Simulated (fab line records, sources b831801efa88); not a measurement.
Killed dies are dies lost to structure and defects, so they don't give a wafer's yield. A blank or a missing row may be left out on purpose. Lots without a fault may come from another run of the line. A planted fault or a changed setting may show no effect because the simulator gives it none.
Chamber matching | flow sfq_line | SFQ_TRILAYER_I2_VIA_ETCH_VIA_ETCH_070 on rie_diel-01: 4 sister chambers
The step etches SiO2 in CHF3, stops on Nb, target depth 260 nm. 14 wafers are shown with their chamber, then 6 later ones without.

WAFERS WITH THEIR CHAMBER
wafer  | chamber | oes_product_au (a.u.)
L586.1 | 0       | 0.851
L586.3 | 1       | 0.864
L586.4 | 2       | 0.856
L589.1 | 1       | 0.851
L589.4 | 3       | 0.859
L589.5 | 0       | 0.854
L591.1 | 2       | 0.861
L591.2 | 3       | 0.858
L591.5 | 1       | 0.856
L594.1 | 1       | 0.846
L594.5 | 2       | 0.846
L594.6 | 1       | 0.849
L599.1 | 0       | 0.855
L599.2 | 3       | 0.851

SIGNATURES (means of the wafers above)
reading        | chamber 0 | chamber 1 | chamber 2 | chamber 3 | scatter within a chamber
oes_product_au | 0.85333   | 0.85320   | 0.85433   | 0.85600   | 0.00602
Rule: a wafer's distance from a chamber is the root of the sum, over the readings, of the square of ((its reading less the chamber's mean) divided by the reading's scatter). The wafer belongs to the nearest chamber; if the next one is less than 2 further off, it can't be placed. The scatter: the root of (the sum of the squares of (reading less its chamber's mean) over the shown wafers, divided by (wafers less chambers)).

WAFERS WITHOUT THEIR CHAMBER
wafer  | oes_product_au (a.u.)
L599.5 | 0.850
L604.1 | 0.855
L604.2 | 0.852
L605.3 | 0.858
L605.4 | 0.853
L605.6 | 0.858

WHICH CHAMBER EACH WENT THROUGH
wafer  | from the rows above               | in truth
L599.5 | can't be placed: 1 or 0 or 2 or 3 | 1
L604.1 | can't be placed: 2 or 3 or 0 or 1 | 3
L604.2 | can't be placed: 1 or 0 or 2 or 3 | 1
L605.3 | can't be placed: 3 or 2 or 0 or 1 | 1
L605.4 | can't be placed: 1 or 0 or 2 or 3 | 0
L605.6 | can't be placed: 3 or 2 or 0 or 1 | 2
Placed correctly: 0 of 6. Can't be placed from these rows: 6 (the true chamber is among the candidates in 6). Placed wrongly: 0.
